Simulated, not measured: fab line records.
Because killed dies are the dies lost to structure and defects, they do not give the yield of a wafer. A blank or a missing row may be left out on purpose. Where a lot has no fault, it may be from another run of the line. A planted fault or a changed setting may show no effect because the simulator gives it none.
Matching of chambers :: flow sky130 :: SKY_CONTACT_CMP_27 on cmp-02 has 4 sister chambers
The step polishes, stops on SiO2, t overpolish 15 s, target thk 0 nm. 4 wafers are shown with their chamber, then 8 later ones without.

WAFERS, EACH WITH ITS CHAMBER
wafer: L524.3
chamber: 0
motor-current-A (A): 12.1

wafer: L529.1
chamber: 1
motor-current-A (A): 10.5

wafer: L529.5
chamber: 2
motor-current-A (A): 9.3

wafer: L535.2
chamber: 3
motor-current-A (A): 10.3

WAFERS MISSING THEIR CHAMBER
wafer: L535.4
motor-current-A (A): 12.4

wafer: L535.5
motor-current-A (A): 12.1

wafer: L539.1
motor-current-A (A): 10.3

wafer: L539.5
motor-current-A (A): 9.2

wafer: L539.6
motor-current-A (A): 11.0

wafer: L543.1
motor-current-A (A): 10.5

wafer: L543.2
motor-current-A (A): 12.4

wafer: L543.3
motor-current-A (A): 9.6

WHICH CHAMBER EACH WENT THROUGH
wafer: L535.4
from the rows above: 0
in truth: 0

wafer: L535.5
from the rows above: 0
in truth: 0

wafer: L539.1
from the rows above: can't be placed: 3 or 1
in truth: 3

wafer: L539.5
from the rows above: 2
in truth: 2

wafer: L539.6
from the rows above: can't be placed: 1 or 3
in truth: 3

wafer: L543.1
from the rows above: can't be placed: 1 or 3
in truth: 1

wafer: L543.2
from the rows above: 0
in truth: 0

wafer: L543.3
from the rows above: can't be placed: 2 or 3
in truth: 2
Correctly placed: 4 of 8. These rows do not allow placing 4 (true chamber among the candidates in 4). 0 placed wrongly.
How it was worked out, from the rows above alone: a wafer's distance from a chamber is the root of the sum, over the readings, of the square of ((its reading less the chamber's mean) divided by the reading's scatter). The wafer belongs to the nearest chamber; if the next one is less than 2 further off, it can't be placed. A chamber's mean is the mean of its shown wafers. The scatter: root of mean squared gap, hidden wafer to nearest shown wafer, with one shown wafer a chamber.
